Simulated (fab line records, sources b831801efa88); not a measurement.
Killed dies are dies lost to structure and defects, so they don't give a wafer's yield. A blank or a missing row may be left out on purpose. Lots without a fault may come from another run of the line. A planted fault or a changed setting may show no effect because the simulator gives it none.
Chamber matching | flow sky130 | SKY_VIA3_CMP_02 on cmp-02: 4 sister chambers
The step polishes SiO2. 4 wafers are shown with their chamber, then 12 later ones without.

WAFERS WITH THEIR CHAMBER
wafer  | chamber | motor_current_A (A)
L092.1 | 2       | 13.0
L094.1 | 0       | 13.3
L094.2 | 1       | 11.0
L094.5 | 3       | 10.9

WAFERS WITHOUT THEIR CHAMBER
wafer  | motor_current_A (A)
L095.2 | 10.9
L095.3 | 13.1
L095.5 | 10.8
L096.1 | 13.6
L096.3 | 10.9
L096.4 | 12.5
L096.2 | 10.7
L096.5 | 10.4
L096.6 | 13.4
L097.1 | 13.1
L097.2 | 11.2
L097.5 | 10.7

WHICH CHAMBER EACH WENT THROUGH
wafer  | from the rows above     | in truth
L095.2 | can't be placed: 3 or 1 | 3
L095.3 | can't be placed: 2 or 0 | 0
L095.5 | can't be placed: 3 or 1 | 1
L096.1 | can't be placed: 0 or 2 | 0
L096.3 | can't be placed: 3 or 1 | 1
L096.4 | can't be placed: 2 or 0 | 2
L096.2 | can't be placed: 3 or 1 | 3
L096.5 | can't be placed: 3 or 1 | 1
L096.6 | can't be placed: 0 or 2 | 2
L097.1 | can't be placed: 2 or 0 | 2
L097.2 | can't be placed: 1 or 3 | 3
L097.5 | can't be placed: 3 or 1 | 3
Placed correctly: 0 of 12. Can't be placed from these rows: 12 (the true chamber is among the candidates in 12). Placed wrongly: 0.
How it was worked out, from the rows above alone: a wafer's distance from a chamber is the root of the sum, over the readings, of the square of ((its reading less the chamber's mean) divided by the reading's scatter). The wafer belongs to the nearest chamber; if the next one is less than 2 further off, it can't be placed. A chamber's mean is the mean of its shown wafers. The scatter: with one shown wafer a chamber, the root of the mean of the squares of how far each hidden wafer lies from its nearest shown one.
